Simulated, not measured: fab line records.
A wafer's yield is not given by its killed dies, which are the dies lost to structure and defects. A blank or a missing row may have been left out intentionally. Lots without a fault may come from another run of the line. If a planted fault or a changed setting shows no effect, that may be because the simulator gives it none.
Which tool was responsible? | flow sfq line | 44 wafers from 15 lots sampled at 4 of the route's 325 steps

## WHAT THE GAUGES SHOWED, per wafer
SFQ_I0_BOW_MEAS_907. Usual: for I0_BOW the level is 1 um and the standard deviation is 7.
lot  | measured     | on            | I0_BOW (um) | flag
L822 | day 12 03:41 | film metro-02 | 0 -10 3     |
L823 | day 12 18:06 | film metro-01 | 4 -5 5      |
L824 | day 13 09:07 | film metro-03 | 1 -4 0      |
L825 | day 13 12:04 | film metro-02 | 14 2 11     |
L826 | day 13 12:10 | film metro-01 | -5 4 5      |
L827 | day 13 15:01 | film metro-02 | 8 2 4       |
L829 | day 13 18:01 | film metro-02 | 4 -3 -4     |
L830 | day 13 18:06 | film metro-01 | 11 12 14    |
L831 | day 13 21:01 | film metro-01 | 19 0 -2     |
L832 | day 14 00:02 | film metro-02 | 1 -3 -5     |
L834 | day 14 03:01 | film metro-02 | -8 -6 5     |
L837 | day 14 06:06 | film metro-01 | 4 -6 8      |
L839 | day 14 09:07 | film metro-01 | 14 4 12     |
L841 | day 14 15:02 | film metro-03 | -7 1        |
L842 | day 14 18:01 | film metro-03 | 4 -10 0     |

SFQ_M1_OVL_MEAS_911. Usual: for M1_OVL the level is 8 nm and the standard deviation is 5.2.
lot  | measured     | on         | M1_OVL (nm) | flag
L822 | day 16 22:50 | overlay-02 | 12 9 10     |
L823 | day 17 07:13 | overlay-01 | 6 3 6       |
L824 | day 17 17:07 | overlay-02 | -3 0 7      |
L825 | day 18 01:29 | overlay-02 | 1 2 1       |
L826 | day 18 02:41 | overlay-02 | -2 -3 -1    |
L827 | day 18 05:38 | overlay-02 | 9 7 0       |
L829 | day 18 12:47 | overlay-01 | 13 14 16    |
L830 | day 18 13:59 | overlay-01 | 4 2 11      |
L831 | day 18 16:59 | overlay-01 | 9 8 10      |
L832 | day 18 22:13 | overlay-01 | 9 -2 8      |
L834 | day 19 00:36 | overlay-01 | 6 5 2       |
L837 | day 19 08:40 | overlay-02 | 10 8 11     |
L839 | day 19 11:04 | overlay-01 | 8 10 10     |
L841 | day 19 20:35 | overlay-01 | 14 16       |
L842 | day 19 23:35 | overlay-01 | 11 12 9     |

SFQ_M3_OVL_MEAS_921. Usual: for M3_OVL the level is 0 nm and the standard deviation is 4.9.
lot  | measured     | on         | M3_OVL (nm) | flag
L822 | day 29 20:34 | overlay-01 | -1 -4 -3    |
L823 | day 30 11:28 | overlay-01 | -4 -5 -9    |
L824 | day 30 19:52 | overlay-02 | -2 8 8      |
L825 | day 31 08:29 | overlay-01 | -4 -1 -4    |
L826 | day 31 13:17 | overlay-01 | -7 -5 -8    |
L827 | day 33 14:58 | overlay-01 | 0 6 -6      |
L829 | day 38 20:35 | overlay-01 | 0 1 0       |
L830 | day 38 23:44 | overlay-01 | 3 2 1       |
L831 | day 39 03:20 | overlay-02 | -1 4 3      |
L832 | day 44 05:52 | overlay-02 | -10 -4 -3   |
L834 | day 44 08:15 | overlay-01 | 0 -6 -7     |
L837 | day 44 17:51 | overlay-02 | 13 7 8      |
L839 | day 44 21:28 | overlay-02 | -5 -2 -4    |
L841 | day 45 01:04 | overlay-02 | 1 6         |
L842 | day 45 03:27 | overlay-01 | 4 -8 2      |

## WHAT TOOL EACH LOT RAN ON (gives the tool, then ch and the chambers of the sampled wafers, and finally the start)
lot  | SFQ_TRILAYER_I1_VIA_BARC_OPEN_VIA_ETCH_071
L822 | rie diel-04 ch 0,1,2, day 23 12:26
L823 | rie diel-01 ch 0,1,3, day 24 00:26
L824 | rie diel-03 ch 1,2, day 24 11:10
L825 | rie diel-01 ch 2,3, day 24 19:41
L826 | rie diel-04 ch 0,1, day 24 23:17
L827 | rie diel-03 ch 1,2,3, day 25 05:17
L829 | rie diel-03 ch 0,1, day 25 11:45
L830 | rie diel-01 ch 0,1,2, day 25 12:57
L831 | rie diel-04 ch 0,1, day 25 16:33
L832 | rie diel-01 ch 0,3, day 25 21:21
L834 | rie diel-03 ch 1,2, day 26 00:57
L837 | rie diel-04 ch 0,2,3, day 26 05:45
L839 | rie diel-04 ch 1,2, day 26 08:09
L841 | rie diel-04 ch 1,2, day 26 10:33
L842 | rie diel-03 ch 1,2,3, day 26 11:45
- SFQ_TRILAYER_I1_VIA_BARC_OPEN_VIA_ETCH_071: etches BARC in O2, target depth 125 nm, time 41.7 s.

## AS READ BY THE TOOLS THEMSELVES (means over the sampled wafers that have a number; for cases with no such wafer, the mark the record gives instead)
SFQ_TRILAYER_I1_VIA_BARC_OPEN_VIA_ETCH_071. Usual: drypump motor current A 5.7 A, standard deviation 0.58; oes product au 0.685 a.u., standard deviation 0.0047; run length s 70.3 s, standard deviation 0.44.
lot  | tool        | drypump motor current A (A) | oes product au (a.u.) | run length s (s) | flag
L822 | rie diel-04 | 5.9                         | 0.684                 | 70.6             |
L823 | rie diel-01 | 5.4                         | 0.686                 | 69.9             |
L824 | rie diel-03 | 6.1                         | 0.683                 | 70.5             |
L825 | rie diel-01 | 5.0                         | 0.683                 | 70.3             |
L826 | rie diel-04 | 5.9                         | 0.681                 | 70.6             |
L827 | rie diel-03 | 5.6                         | 0.684                 | 70.3             |
L829 | rie diel-03 | 6.1                         | 0.682                 | 70.6             |
L830 | rie diel-01 | 5.5                         | 0.679                 | 69.9             |
L831 | rie diel-04 | 5.9                         | 0.682                 | 70.7             |
L832 | rie diel-01 | 5.5                         | 0.688                 | 69.9             |
L834 | rie diel-03 | 5.9                         | 0.679                 | 70.1             |
L837 | rie diel-04 | 5.9                         | 0.710                 | 68.9             | OFF
L839 | rie diel-04 | 5.6                         | 0.725                 | 67.5             | OFF
L841 | rie diel-04 | 5.8                         | 0.719                 | 68.1             | OFF
L842 | rie diel-03 | 5.7                         | 0.686                 | 70.3             |

## THE ANSWER, worked out from the rows above alone
Rule: a lot is off if the mean of its wafers that have a number lies more than 3 standard deviations from the usual mean. Also off: a lot with no number at a reading for which 4 or more lots have one. All remaining lots with rows at the step are treated as sound. Order of review: gauges by route order, followed by the tools' own readings, for which a lot's mean as printed above is used. At the first step where some lot is off, the reading lying furthest off is the one used; lots without a number count as furthest.
Off: L837, L839, L841 (SFQ_TRILAYER_I1_VIA_BARC_OPEN_VIA_ETCH_071, oes product au).
If a tool, at that step or one of the process steps before it, ran each lot that is off and ran no sound lot following the first of them, it fits. One fits: rie diel-04 at SFQ_TRILAYER_I1_VIA_BARC_OPEN_VIA_ETCH_071. Its last sound lot is L831 (day 25 16:33), its first lot that is off L837 (day 26 05:45): a fault that began between those two fits.
The tool's own readings at SFQ_TRILAYER_I1_VIA_BARC_OPEN_VIA_ETCH_071 bear it out: on the lots that are off they differ by more than 5 times the standard deviation of the sound lots' means. oes product au reads 0.718 a.u. there against 0.683 a.u. on the sound lots; run length s reads 68.2 s there against 70.3 s on the sound lots.

## WHAT THE SIMULATOR PUT IN
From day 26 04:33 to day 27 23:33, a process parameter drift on rie diel-04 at SFQ_TRILAYER_I1_VIA_BARC_OPEN_VIA_ETCH_071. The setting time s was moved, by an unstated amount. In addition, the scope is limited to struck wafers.
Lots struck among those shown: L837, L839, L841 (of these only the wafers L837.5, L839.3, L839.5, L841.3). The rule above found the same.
